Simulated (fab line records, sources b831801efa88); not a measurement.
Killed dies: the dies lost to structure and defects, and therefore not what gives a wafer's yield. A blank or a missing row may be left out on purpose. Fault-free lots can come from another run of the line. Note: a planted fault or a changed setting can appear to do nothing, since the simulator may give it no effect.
The tool behind it: which one?	flow gf180mcu	Sampling: 13 lots, 39 wafers, 5 of 602 route steps

WHAT THE GAUGES SHOWED, per wafer
GF_VT_IMPLANT_TW_MEAS_21.
lot	measured	on	VT_IMPLANT_2_TW
L566	day 6 04:40	filmMetro-01	1197 1202 1208
L567	day 6 11:50	filmMetro-03	1196 1194 1194
L568	day 6 17:11	filmMetro-01	1197 1199 1195
L569	day 6 22:17	filmMetro-01	1202 1199 1201
L570	day 7 09:20	filmMetro-02	1219 1219 1218
L573	day 8 08:02	filmMetro-03	578 580 578
L574	day 8 12:39	filmMetro-01	588 581 584
L582	day 10 12:26	filmMetro-03	1199 1197 1200
L584	day 10 22:08	filmMetro-01	1207 1205 1205
L585	day 11 07:43	filmMetro-03	1197 1205 1198
L586	day 11 15:05	filmMetro-01	1207 1200 1199
L587	day 11 20:11	filmMetro-01	1202 1200 1202
L589	day 12 07:34	filmMetro-01	1194 1194 1202

GF_HV_LDD_TW_MEAS_11.
lot	measured	on	HV_LDD_TW
L566	day 9 22:39	filmMetro-04	2375 2371 2372
L567	day 10 06:44	filmMetro-01	2389 2388 2392
L568	day 10 11:14	filmMetro-02	2453 2427 2435
L569	day 10 17:45	filmMetro-01	2404 2407 2411
L570	day 11 07:05	filmMetro-02	2412 2419 2415
L573	day 12 10:25	filmMetro-02	2432 2444 2445
L574	day 12 13:07	filmMetro-02	2450 2423 2438
L582	day 14 22:57	filmMetro-02	2437 2439 2445
L584	day 15 10:01	filmMetro-01	2360 2378 2378
L585	day 15 21:26	filmMetro-04	2392 2384 2379
L586	day 16 06:05	filmMetro-01	2376 2373 2395
L587	day 16 10:59	filmMetro-02	2431 2425 2406
L589	day 16 23:41	filmMetro-04	2350 2361 2365

GF_M1_THK_MEAS_06: measures by xrf.
lot	measured	on	M1_ALCU_THK (nm)
L566	day 16 00:52	filmMetro-01	449 440 445
L567	day 16 10:40	filmMetro-03	459 460 458
L568	day 16 19:41	filmMetro-03	458 455 455
L569	day 17 00:43	filmMetro-02	457 456 454
L570	day 17 15:59	filmMetro-02	460 453 463
L573	day 19 03:53	filmMetro-02	463 461 458
L574	day 19 05:49	filmMetro-01	454 460 458
L582	day 22 00:35	filmMetro-01	456 454 461
L584	day 22 13:54	filmMetro-02	457 461 460
L585	day 23 02:01	filmMetro-02	447 453 455
L586	day 23 11:37	filmMetro-03	464 458 465
L587	day 23 16:54	filmMetro-01	453 455 462
L589	day 24 04:28	filmMetro-03	461 455 455

TOOL THAT RAN EACH LOT (tool first, then ch and the chambers of the sampled wafers, then the start)
lot	GF_VT_IMPLANT_IMPLANT_19	GF_M1_SPUTTER_01
L566	implanter-01 ch 0, day 6 04:25	pvdSputter-02, day 16 00:38
L567	implanter-01 ch 0, day 6 11:35	pvdSputter-01, day 16 10:25
L568	implanter-02 ch 0, day 6 16:56	pvdSputter-03, day 16 19:26
L569	implanter-04 ch 0, day 6 22:02	pvdSputter-02, day 17 00:28
L570	implanter-04 ch 0, day 7 09:05	pvdSputter-02, day 17 15:44
L573	implanter-04 ch 0, day 8 07:49	pvdSputter-03, day 19 03:38
L574	implanter-04 ch 0, day 8 12:26	pvdSputter-01, day 19 05:33
L582	implanter-02 ch 0, day 10 12:13	pvdSputter-01, day 22 00:19
L584	implanter-02 ch 0, day 10 21:55	pvdSputter-01, day 22 13:38
L585	implanter-02 ch 0, day 11 07:28	pvdSputter-02, day 23 01:46
L586	implanter-02 ch 0, day 11 14:50	pvdSputter-01, day 23 11:23
L587	implanter-02 ch 0, day 11 19:57	pvdSputter-01, day 23 16:39
L589	implanter-02 ch 0, day 12 07:19	pvdSputter-03, day 24 04:13
- GF_VT_IMPLANT_IMPLANT_19
- GF_M1_SPUTTER_01: material TiN, target thk 30 nm, time 25 s.

AS READ BY THE TOOLS THEMSELVES (means over the sampled wafers that have a number; for cases with no such wafer, the mark the record gives instead)
GF_VT_IMPLANT_IMPLANT_19.
lot	tool	doseIonsCm2	faradayCurrentUA	tiltDeg (degrees)
L566	implanter-01	4.35e+12	24.4	7.033
L567	implanter-01	4.35e+12	24.5	6.989
L568	implanter-02	4.35e+12	24.3	7.007
L569	implanter-04	4.35e+12	24.1	7.032
L570	implanter-04	4.35e+12	24.4	6.998
L573	implanter-04	4.34e+11	2.5	7.011
L574	implanter-04	4.31e+11	2.5	6.988
L582	implanter-02	4.35e+12	24.8	6.974
L584	implanter-02	4.35e+12	24.5	7.003
L585	implanter-02	4.34e+12	24.0	7.006
L586	implanter-02	4.35e+12	24.9	7.017
L587	implanter-02	4.35e+12	24.1	6.999
L589	implanter-02	4.36e+12	24.4	6.986

GF_M1_SPUTTER_01.
lot	tool	throttleValvePct (%)
L566	pvdSputter-02	30.8
L567	pvdSputter-01	29.7
L568	pvdSputter-03	28.8
L569	pvdSputter-02	31.8
L570	pvdSputter-02	31.6
L573	pvdSputter-03	28.8
L574	pvdSputter-01	30.2
L582	pvdSputter-01	29.9
L584	pvdSputter-01	30.1
L585	pvdSputter-02	31.0
L586	pvdSputter-01	30.0
L587	pvdSputter-01	30.3
L589	pvdSputter-03	28.6

THE ANSWER, worked out from the rows above alone
Rule: the usual values come from the lots themselves. The widest of any qualifying gaps counts: lots, ordered by their means at a reading, are off when they make up no more than a third of the lots, leave a main group of 4 or more, and stand apart from it by 3 or more times the standard deviation of that group's means. If all means in a main group match to the digits the tables above print for the reading, that group is not used. A lot without any number at a reading at which 4 lots or more have one is off too. All remaining lots with rows at the step are treated as sound. Order of review: gauges by route order, followed by the tools' own readings, for which a lot's mean as printed above is used. The first step at which some lot is off is used, and at that step the reading that is off furthest; a lot without a number counts as furthest.
Off: L573, L574, at GF_VT_IMPLANT_TW_MEAS_21 (VT_IMPLANT_2_TW). Mean 1202 and standard deviation 6.1 in the main group.
A tool fits if, at a process step before that reading, it ran every lot that is off, and no sound lot after the first of them. The gauges at GF_VT_IMPLANT_TW_MEAS_21 aren't tried: what is off there is off at GF_VT_IMPLANT_IMPLANT_19 too, on other tools, and a gauge's error can't cause that. One fits: implanter-04 at GF_VT_IMPLANT_IMPLANT_19. Its last sound lot is L570 (day 7 09:05), its first lot that is off L573 (day 8 07:49): a fault that began between those two fits.
The tool's own readings at GF_VT_IMPLANT_IMPLANT_19 bear it out: on the lots that are off they differ by more than 5 times the standard deviation of the sound lots' means. doseIonsCm2 reads 4.32e+11 there against 4.35e+12 on the sound lots; faradayCurrentUA reads 2.5 there against 24.4 on the sound lots.

WHAT THE SIMULATOR HAD PUT IN
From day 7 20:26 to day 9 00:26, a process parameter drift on implanter-04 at GF_VT_IMPLANT_IMPLANT_19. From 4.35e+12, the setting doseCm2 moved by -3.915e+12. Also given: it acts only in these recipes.
Shown lots that were struck: L573, L574. The rule above reached the same finding.
